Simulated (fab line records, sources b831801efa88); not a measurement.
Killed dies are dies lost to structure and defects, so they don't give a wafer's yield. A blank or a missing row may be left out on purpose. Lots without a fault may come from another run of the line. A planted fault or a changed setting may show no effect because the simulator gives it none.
A struck lot beside a sound one | flow sky130 | 15 steps out of a route of 708
Sound: wafers L753.3, L753.4, L753.5. Struck: wafers L743.1, L743.2, L743.5. The cause comes at the end.
At each step with rows: each side's tool, then ch and its chambers, then its first start. Under that, the readings that differ: sound wafers | struck wafers | difference of the means | sigmas: that difference in standard deviations of wafers without a fault.
alike: readings whose means differ by less than 2 such deviations, and words and numbers that are the same on both sides. not compared: withheld readings, readings that some wafer has no value for, bounds like >300 that may hide the same value, and numbers for which the record gives no deviation and whose values overlap.
The two part at a step that has a row with sigmas, a row that says differs or no value, or rows on one side only. Numbers that don't overlap but have no deviation are shown without sigmas and don't part them. A reading that every wafer of one side lacks parts them only if that side has two wafers or more.

SKY_VIA2_BOW_MEAS_03:
  sound on film_metro-03, day 39 23:41; struck on film_metro-03, day 37 01:05
  alike: VIA2_BOW
then, 8 steps without rows for these wafers: SKY_VIA2_DEHYDRATE_04 (time 60 s); SKY_VIA2_HMDS_05 (prime time 60 s); SKY_VIA2_COAT_06 (resist thk 60 nm); SKY_VIA2_COAT_07 (resist thk 450 nm); SKY_VIA2_SOFTBAKE_08 (time 90 s); SKY_VIA2_EXPOSE_09 (exposes mask VIM2, target cd 200 nm); SKY_VIA2_PEB_10; SKY_VIA2_DEVELOP_11 (develop time 60 s).
SKY_VIA2_CD_MEAS_12: target cd 200 nm.
  sound on cd_sem-02, day 41 00:01; struck on cd_sem-01, day 38 03:04
  alike: cd_nm
SKY_VIA2_OVL_MEAS_13:
  sound on overlay-01, day 41 00:06; struck on overlay-02, day 38 03:11
  alike: VIA2_OVL
SKY_VIA2_ETCH_14: etches BARC in N2/H2, stops on SiO2, time 45.9 s, target depth 60 nm.
  sound on rie_diel-03 ch 1,2,3, day 41 00:08; struck on rie_diel-04 ch 0,1, day 38 03:14
  alike: bias_w, drypump_motor_current_A, oes_product_au, throttle_valve_pct
  not compared: rf_hours_counter_h
SKY_VIA2_ETCH_15: etches SiO2 in C4F8/O2/Ar, stops on TiN, target depth 546 nm, time 84 s.
  sound on rie_diel-03 ch 1,2,3, day 41 00:10; struck on rie_diel-04 ch 0,1, day 38 03:16
  reading    | sound          | struck         | difference | sigmas
  bias_w (W) | 1202 1203 1204 | 1246 1248 1239 | +41        | +13
  alike: oes_product_au
  not compared: rf_hours_counter_h
SKY_VIA2_STRIP_16: strips in O2/N2.
  sound on plasma_asher-03 ch 0,1, day 41 00:16; struck on plasma_asher-03 ch 0,1, day 38 03:20
  reading                      | sound             | struck            | difference | sigmas
  oes_product_au (a.u.)        | 0.404 0.409 0.397 | 0.398 0.386 0.396 | -0.010     | -2
  strip_time_to_endpoint_s (s) | 4.093 4.041 4.064 | 3.984 4.040 4.031 | -0.048     | -2
  alike: drypump_motor_current_A
  not compared: rf_hours_counter_h
-- the record jumps here: 9 days lie between the struck wafers' starts before and after (it left off in module VIA2 and takes up again in module PAD_OPEN, whose first step shown is number 708 of the route) --
SKY_PAD_OPEN_PROBE_99:
  sound on prober-02, day 49 10:23; struck on prober-02, day 47 07:15
  alike: defect_limited_yield, killed_at_M0_to_M3, killed_at_M4_up, killed_at_contacts, killed_at_front_end, killed_at_other, killed_dies, killed_open, killed_short, sort_bin_3_pad_short, sort_bin_5_function, sort_bin_6_memory, sort_n_pass, sort_yield_pct

WHERE THEY PART
First at SKY_VIA2_ETCH_15; last, within this record, at SKY_VIA2_STRIP_16. Later steps at which nothing parts them and some readings are alike: SKY_PAD_OPEN_PROBE_99.

WHY: what the simulator had put in
Process parameter drift: rie_diel-04, from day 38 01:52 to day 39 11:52, at SKY_VIA2_ETCH_15. Setting bias_w, moved by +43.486, from 1200. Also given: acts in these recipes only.
